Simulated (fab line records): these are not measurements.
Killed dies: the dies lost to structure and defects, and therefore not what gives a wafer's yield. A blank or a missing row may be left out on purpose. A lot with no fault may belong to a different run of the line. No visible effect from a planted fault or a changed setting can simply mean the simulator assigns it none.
Struck lot and sound lot, side by side / flow sky130 / 43 out of 708 route steps
Sound: wafers L638.1, L638.3, L638.5. Struck: wafer L652.6; the same lot's L652.4 was not struck, so it is left out; see the end for the cause.
Per side, at each step with rows, come the tool, then ch with its chambers, and then its first start. Under that, the readings that differ: sound wafers / struck wafers / difference of the means / sigmas: that difference in standard deviations of wafers without a fault.
alike: readings with means less than 2 such deviations apart, plus words and numbers identical on both sides. not compared: withheld readings, readings lacking a value on some wafer, bounds such as >300 that could conceal the same value, and numbers that have no deviation in the record and whose values overlap.
Wherever a step has rows on one side only, a row that says differs or no value, or a row with sigmas, the two part there. Numbers that have no deviation but don't overlap get no sigmas and don't part them. A reading missing from all wafers of one side parts the sides only when that side holds two or more wafers.

SKY_VIA3_ETCH_15: etches SiO2 in C4F8/O2/Ar, stops on TiN, target depth 507 nm, time 78 s.
  sound on rie_diel-01 ch 0,2,3, day 40 22:14; struck on rie_diel-03 ch 0, day 45 00:59
reading=bias_w (W); sound=1202 1197 1206; struck=1209; difference=+7; sigmas=+2
  alike: oes_product_au
  not compared: rf_hours_counter_h
SKY_VIA3_STRIP_16: strips in O2/N2.
  sound on plasma_asher-03 ch 0,1, day 40 22:17; struck on plasma_asher-02 ch 0, day 45 01:05
  alike: drypump_motor_current_A, oes_product_au, strip_time_to_endpoint_s
  not compared: rf_hours_counter_h
then, 3 steps without rows for these wafers: SKY_VIA3_STRIP_17 (strips in post etch residue remover, time 1200 s); SKY_VIA3_CLEAN_18 (cleans in IPA, time 180 s); SKY_VIA3_CLEAN_19 (cleans in O3/DIW).
SKY_VIA3_SPUTTER_20: material TiN, target thk 20 nm, time 80 s.
  sound: pvd_sputter-03 at day 40 22:55; struck: pvd_sputter-02 at day 45 01:38
  alike: throttle_valve_pct
then, 1 step without rows for these wafers: SKY_VIA3_CVD_21 (deposits W, target thk 390 nm, time 117.31 s).
SKY_VIA3_RS_MEAS_22: the measuring method here is four-point-probe.
  sound: film_metro-02 at day 40 23:07; struck: film_metro-04 at day 45 01:53
  alike: VIA3_W_RS
SKY_VIA3_THK_MEAS_23: measures by xrf.
  sound: film_metro-02 at day 40 23:14; struck: film_metro-04 at day 45 01:58
  alike: VIA3_W_THK
then, 1 step without rows for these wafers: SKY_VIA3_CMP_24 (polishes, stops on SiO2, t overpolish 20 s, target thk 0 nm).
SKY_METAL4_SPUTTER_00: material Ti, target thk 15 nm, time 10 s.
  sound: pvd_sputter-03 at day 40 23:38; struck: pvd_sputter-03 at day 45 02:18
  alike: throttle_valve_pct
SKY_METAL4_SPUTTER_01: material TiN, target thk 20 nm, time 16.7 s.
  sound: pvd_sputter-03 at day 40 23:40; struck: pvd_sputter-03 at day 45 02:19
  alike: throttle_valve_pct
SKY_METAL4_SPUTTER_02: material AlCu, target thk 735 nm, time 39.1 s.
  sound: pvd_sputter-03 at day 40 23:41; struck: pvd_sputter-03 at day 45 02:21
reading=model.AlCu_of_METAL4_SPUTTER_02.thk_nm (nm); sound=741.1 739.9 743.4; struck=1004; difference=+263; sigmas=
  alike: throttle_valve_pct
then, 3 steps without rows for these wafers: SKY_METAL4_SPUTTER_03 (material Ti, target thk 5 nm, time 3.3 s); SKY_METAL4_SPUTTER_04 (material TiN, target thk 70 nm, time 58.3 s); SKY_CAP2M_CVD_00 (deposits SiO2, target thk 15.5 nm).
SKY_CAP2M_THK_MEAS_01:
  sound: film_metro-01 at day 40 23:50; struck: film_metro-01 at day 45 02:31
reading=CAP2M_CVD_00_THK (nm); sound=15.20 15.21 15.56; struck=15.88; difference=+0.56; sigmas=+3
then, 1 step without rows for these wafers: SKY_CAP2M_SPUTTER_02 (material TiN, target thk 200 nm, time 166.7 s).
SKY_CAP2M_RS_MEAS_03: the measuring method here is four-point-probe.
  sound: film_metro-01 at day 41 00:00; struck: film_metro-03 at day 45 02:43
  alike: CAP2M_TIN_RS
SKY_CAP2M_THK_MEAS_04: measures by xrf.
  sound: film_metro-01 at day 41 00:07; struck: film_metro-03 at day 45 02:48
  alike: CAP2M_TIN_THK
then, 7 steps without rows for these wafers: SKY_CAP2M_DEHYDRATE_05 (time 60 s); SKY_CAP2M_HMDS_06 (prime time 60 s); SKY_CAP2M_COAT_07 (resist thk 1140 nm); SKY_CAP2M_SOFTBAKE_08 (time 60 s); SKY_CAP2M_EXPOSE_09 (exposes mask CAP2M, target cd 1000 nm); SKY_CAP2M_PEB_10; SKY_CAP2M_DEVELOP_11 (develop time 60 s).
SKY_CAP2M_OVL_MEAS_12:
  sound: overlay-01 at day 41 23:50; struck: overlay-01 at day 46 00:00
  alike: CAP2M_OVL
then, 13 steps without rows for these wafers: SKY_CAP2M_METAL_ETCH_13 (etches TiN in Cl2/BCl3, stops on SiO2, target depth 220 nm, time 62.9 s); SKY_CAP2M_STRIP_14 (strips in O2/N2); SKY_CAP2M_STRIP_15 (strips in post etch residue remover, time 1200 s); SKY_CAP2M_CLEAN_16 (cleans in IPA, time 180 s); SKY_CAP2M_CLEAN_17 (cleans in O3/DIW); SKY_METAL4_DEHYDRATE_05 (time 60 s); SKY_METAL4_HMDS_06 (prime time 60 s); SKY_METAL4_COAT_07 (resist thk 60 nm); SKY_METAL4_COAT_08 (resist thk 1140 nm); SKY_METAL4_SOFTBAKE_09 (time 90 s); SKY_METAL4_EXPOSE_10 (exposes mask MM4, target cd 300 nm); SKY_METAL4_PEB_11; SKY_METAL4_DEVELOP_12 (develop time 60 s).
SKY_METAL4_CD_MEAS_13: the cd target is 300 nm.
  sound: cd_sem-02 at day 42 23:44; struck: cd_sem-01 at day 46 21:04
  alike: cd_nm
SKY_METAL4_METAL_ETCH_18: etches the open film in Cl2/BCl3, stops on SiO2, target depth 845 nm, time 183.1 s.
  sound on rie_metal-03 ch 0, day 43 00:02; struck on rie_metal-04 ch 1, day 46 21:22
reading=drypump_motor_current_A (A); sound=5.9 5.9 5.9; struck=5.2; difference=-0.7; sigmas=-2
reading=oes_product_au (a.u.); sound=0.862 0.872 0.875; struck=0.995; difference=+0.125; sigmas=+21
  alike: bias_w, throttle_valve_pct
  not compared: rf_hours_counter_h

WHERE THEY PART
Last at SKY_METAL4_METAL_ETCH_18 as far as this record goes, first at SKY_VIA3_ETCH_15.

WHY: what the simulator had put in
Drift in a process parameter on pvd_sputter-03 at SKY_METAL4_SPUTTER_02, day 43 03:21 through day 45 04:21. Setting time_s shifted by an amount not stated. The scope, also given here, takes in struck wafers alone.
